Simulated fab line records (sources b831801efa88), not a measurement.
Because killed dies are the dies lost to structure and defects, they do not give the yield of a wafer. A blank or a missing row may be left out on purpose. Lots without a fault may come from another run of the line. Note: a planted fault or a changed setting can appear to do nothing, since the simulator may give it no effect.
Matching of chambers / flow sky130 / SKY_CONTACT_CMP_04 on cmp-01 has 4 sister chambers
The step polishes SiO2. 8 wafers are shown with their chamber, then 7 later ones without.

WAFERS PAIRED WITH THEIR CHAMBERS
wafer=L157.2; chamber=2; motor current A (A)=12.1; time to endpoint s (s)=83
wafer=L160.3; chamber=0; motor current A (A)=10.8; time to endpoint s (s)=77
wafer=L164.3; chamber=2; motor current A (A)=12.3; time to endpoint s (s)=87
wafer=L166.1; chamber=0; motor current A (A)=10.8; time to endpoint s (s)=85
wafer=L166.4; chamber=3; motor current A (A)=11.0; time to endpoint s (s)=84
wafer=L166.6; chamber=1; motor current A (A)=12.4; time to endpoint s (s)=80
wafer=L168.2; chamber=3; motor current A (A)=11.6; time to endpoint s (s)=83
wafer=L168.3; chamber=1; motor current A (A)=13.1; time to endpoint s (s)=76

WAFERS MISSING THEIR CHAMBER
wafer=L168.4; motor current A (A)=12.2; time to endpoint s (s)=86
wafer=L175.1; motor current A (A)=12.5; time to endpoint s (s)=82
wafer=L175.5; motor current A (A)=10.6; time to endpoint s (s)=86
wafer=L175.6; motor current A (A)=12.0; time to endpoint s (s)=83
wafer=L177.3; motor current A (A)=11.1; time to endpoint s (s)=81
wafer=L177.5; motor current A (A)=11.1; time to endpoint s (s)=78
wafer=L177.6; motor current A (A)=11.2; time to endpoint s (s)=76

WHICH CHAMBER EACH WENT THROUGH
wafer=L168.4; from the rows above=2; in truth=2
wafer=L175.1; from the rows above=can't be placed: 2 or 1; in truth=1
wafer=L175.5; from the rows above=can't be placed: 0 or 3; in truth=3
wafer=L175.6; from the rows above=can't be placed: 2 or 3 or 1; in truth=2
wafer=L177.3; from the rows above=can't be placed: 0 or 3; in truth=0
wafer=L177.5; from the rows above=can't be placed: 0 or 3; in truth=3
wafer=L177.6; from the rows above=can't be placed: 0 or 3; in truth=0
Placed correctly: 1 of 7. Cannot be placed on the basis of these rows: 6; the candidates contain the true chamber in 6. 0 placed wrongly.
How it was worked out, from the rows above alone: a wafer's distance from a chamber is the root of the sum, over the readings, of the square of ((its reading less the chamber's mean) divided by the reading's scatter). If the next closest chamber is less than 2 further off than the closest, the wafer can't be placed; otherwise it belongs to the closest. Each chamber's mean is taken over the wafers shown for it. How the scatter is found: for the shown wafers, subtract from each reading the mean of its chamber, square and add these, divide the total by (wafers less chambers), then take the root.
